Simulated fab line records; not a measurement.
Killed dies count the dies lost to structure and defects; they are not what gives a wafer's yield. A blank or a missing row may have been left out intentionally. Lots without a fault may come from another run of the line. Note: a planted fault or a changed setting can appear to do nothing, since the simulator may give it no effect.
Commonality check across tools -- flow gf180mcu -- Sample size 12 lots and 36 wafers

## WHAT PROMPTED THE OPENING
2 of 12 lots carry a flag on the reading NSD_RS at GF_PSD_RS_MEAS_14. Fault-free wafers read 46.13 ohm/sq, with a standard deviation of 0.081.
Rule: a lot is flagged when every wafer of it that has a number lies more than 4 standard deviations from that mean, or none has a number. As for the other lots, they are considered sound.

lot,measured,on,"NSD_RS (ohm/sq), wafer by wafer",flag
L126,day 14 07:11,film metro-01,45.99 46.09 46.08,
L127,day 15 03:04,film metro-03,46.05 46.00 46.08,
L128,day 15 04:01,film metro-02,46.06 46.04 46.15,
L131,day 16 11:11,film metro-03,46.00 46.06 46.06,
L133,day 16 21:23,film metro-01,46.11 46.15 46.26,
L138,day 18 10:13,film metro-01,46.00 46.19 46.15,
L139,day 18 18:19,film metro-02,44.73 44.76 44.68,FLAGGED
L140,day 19 07:05,film metro-01,44.82 44.94 44.70,FLAGGED
L141,day 19 11:13,film metro-03,46.14 46.15 46.11,
L144,day 20 10:58,film metro-01,46.12 46.15 46.12,
L148,day 21 19:02,film metro-03,46.09 46.14 46.16,
L149,day 22 00:44,film metro-01,46.19 46.31 46.14,
The mean of the flagged lots' numbers is 44.77 ohm/sq, -1.36 ohm/sq from the usual (-17 standard deviations).

## EACH LOT AND THE TOOL IT RAN ON
The record holds 2 process steps before the reading, out of a route of 602 steps. Each cell gives the tool, then ch followed by the chambers the sampled wafers passed through, then the start.
lot,flag,GF_VT_IMPLANT_RTA_45,GF_PSD_RTA_13
L126,,"rtp anneal-02 ch 0, day 7 11:35","rtp anneal-01 ch 0, day 14 07:05"
L127,,"rtp anneal-02 ch 0, day 7 19:03","rtp anneal-01 ch 0, day 15 02:58"
L128,,"rtp anneal-02 ch 0, day 7 23:34","rtp anneal-02 ch 0, day 15 03:56"
L131,,"rtp anneal-02 ch 0, day 9 08:46","rtp anneal-02 ch 0, day 16 11:05"
L133,,"rtp anneal-01 ch 0, day 9 14:08","rtp anneal-01 ch 0, day 16 21:19"
L138,,"rtp anneal-01 ch 0, day 10 17:22","rtp anneal-02 ch 0, day 18 10:08"
L139,FLAGGED,"rtp anneal-01 ch 0, day 11 02:30","rtp anneal-01 ch 0, day 18 18:13"
L140,FLAGGED,"rtp anneal-01 ch 0, day 11 10:42","rtp anneal-01 ch 0, day 19 07:00"
L141,,"rtp anneal-01 ch 0, day 11 16:06","rtp anneal-02 ch 0, day 19 11:08"
L144,,"rtp anneal-02 ch 0, day 12 12:15","rtp anneal-02 ch 0, day 20 10:52"
L148,,"rtp anneal-01 ch 0, day 13 16:13","rtp anneal-02 ch 0, day 21 18:56"
L149,,"rtp anneal-02 ch 0, day 13 19:08","rtp anneal-02 ch 0, day 22 00:39"
What the steps here do:
- GF_VT_IMPLANT_RTA_45: time 30 s.
- GF_PSD_RTA_13: time 20 s.
- GF_PSD_RS_MEAS_14: measures by four-point-probe.

## FLAGGED AGAINST TOTAL, ONE TOOL AT A TIME (gauges that did the reading follow at the end)
step,tool,lots run,flagged,share of the flagged lots,sound lots run after its first flagged lot
GF_VT_IMPLANT_RTA_45,rtp anneal-01,6,2,all,"2 (L141,L148)"
GF_VT_IMPLANT_RTA_45,rtp anneal-02,6,0,none,-
GF_PSD_RTA_13,rtp anneal-01,5,2,all,0
GF_PSD_RTA_13,rtp anneal-02,7,0,none,-
GF_PSD_RS_MEAS_14,film metro-01,6,1,some,"2 (L144,L149)"
GF_PSD_RS_MEAS_14,film metro-02,2,1,some,0
GF_PSD_RS_MEAS_14,film metro-03,4,0,none,-

## THE TABLE: WHAT IT ALLOWS
rtp anneal-01 at GF_VT_IMPLANT_RTA_45 and rtp anneal-01 at GF_PSD_RTA_13 are the 2 rows of the table that ran each flagged lot.
- rtp anneal-01 at GF_VT_IMPLANT_RTA_45: 2 of its 6 lots flagged. After the first flagged lot (L141, L148), sound lots still ran on it; a lasting fault on the whole tool would not permit that.
- rtp anneal-01 at GF_PSD_RTA_13: 2 of its 5 lots flagged. Last sound lot L133 at day 16 21:19, first flagged lot L139 at day 18 18:13; a fault beginning in between fits. Its own readings (wafer_temp_C_max) fall more than 4 standard deviations out on all wafers of the flagged lots.
What remains is a single tool, rtp anneal-01 at GF_PSD_RTA_13.

## WHAT THE SIMULATOR PUT IN
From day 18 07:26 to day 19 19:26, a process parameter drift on rtp anneal-01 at GF_PSD_RTA_13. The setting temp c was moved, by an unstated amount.
Lots struck among those shown: L139, L140. The same result came from the rule above.
